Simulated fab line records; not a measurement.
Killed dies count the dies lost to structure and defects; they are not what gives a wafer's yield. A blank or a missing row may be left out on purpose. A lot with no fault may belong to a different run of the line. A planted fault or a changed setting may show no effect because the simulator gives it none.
The same fault as seen by 2 desks || flow sky130 || what lay behind the numbers comes last; until then each desk has only its own

== AT THE METROLOGY DESK ==
What the gauges read, lot by lot, whatever tool the lot ran on: means of the sampled wafers that have a number. A lot is out of limits, marked OUT, if its mean lies more than 4 standard deviations from the usual mean; the brackets give that distance.
Columns: A = PASSIVATION_CVD_02_THK at SKY_PASSIVATION_THK_MEAS_03, usual 539 nm
{"lot": "L422", "first seen here": "day 43 22:46", "A": 542}
{"lot": "L423", "first seen here": "day 44 06:31", "A": 540}
{"lot": "L424", "first seen here": "day 44 14:16", "A": 544}
{"lot": "L425", "first seen here": "day 44 17:19", "A": 524}
{"lot": "L427", "first seen here": "day 45 06:19", "A": 535}
{"lot": "L428", "first seen here": "day 45 16:41", "A": 538}
{"lot": "L429", "first seen here": "day 45 21:13", "A": 537}
{"lot": "L430", "first seen here": "day 46 09:00", "A": 540}
{"lot": "L431", "first seen here": "day 46 14:48", "A": 542}
{"lot": "L432", "first seen here": "day 46 21:25", "A": 532}
{"lot": "L440", "first seen here": "day 48 17:03", "A": 544}
{"lot": "L441", "first seen here": "day 48 17:22", "A": 531}
{"lot": "L442", "first seen here": "day 48 19:35", "A": 541}
Result from this desk: across the 13 lots, nothing is out of limits.

== THE TOOL OWNER'S DESK: rie-diel-03 ==
The tool's own readings at SKY_FIELD_ISO_ETCH_14 (etches BARC in N2/H2, stops on SiO2, time 45.9 s, target depth 60 nm): means of the sampled wafers that have a number, for each lot that ran on this tool. A lot is out of limits, marked OUT, if its mean lies more than 4 standard deviations from the usual mean; the brackets give that distance.
Columns: A = drypump-motor-current-A at SKY_FIELD_ISO_ETCH_14, usual 5.8 A; B = oes-product-au at SKY_FIELD_ISO_ETCH_14, usual 0.856 a.u.; C = throttle-valve-pct at SKY_FIELD_ISO_ETCH_14, usual 13.225 %
{"lot": "L423", "first seen here": "day 2 10:55", "A": 5.8, "B": 0.859, "C": 13.215}
{"lot": "L424", "first seen here": "day 2 16:58", "A": 5.9, "B": 0.859, "C": 13.231}
{"lot": "L428", "first seen here": "day 3 12:04", "A": 5.7, "B": 0.856, "C": 13.235}
{"lot": "L431", "first seen here": "day 4 04:10", "A": 5.6, "B": 0.853, "C": 13.226}
{"lot": "L432", "first seen here": "day 4 09:01", "A": 5.4, "B": 0.852, "C": 13.223}
{"lot": "L440", "first seen here": "day 6 02:34", "A": 5.8, "B": 0.857, "C": 13.230}
{"lot": "L442", "first seen here": "day 6 13:09", "A": 5.7, "B": 0.861, "C": 13.228}
Result from this desk: across the 7 lots, nothing is out of limits.

== PUT TOGETHER ==
Metrology desk: nothing out of limits seen.
Nothing out of limits was seen by the tool owner's desk.

== WHAT HAD BEEN PUT IN BY THE SIMULATOR ==
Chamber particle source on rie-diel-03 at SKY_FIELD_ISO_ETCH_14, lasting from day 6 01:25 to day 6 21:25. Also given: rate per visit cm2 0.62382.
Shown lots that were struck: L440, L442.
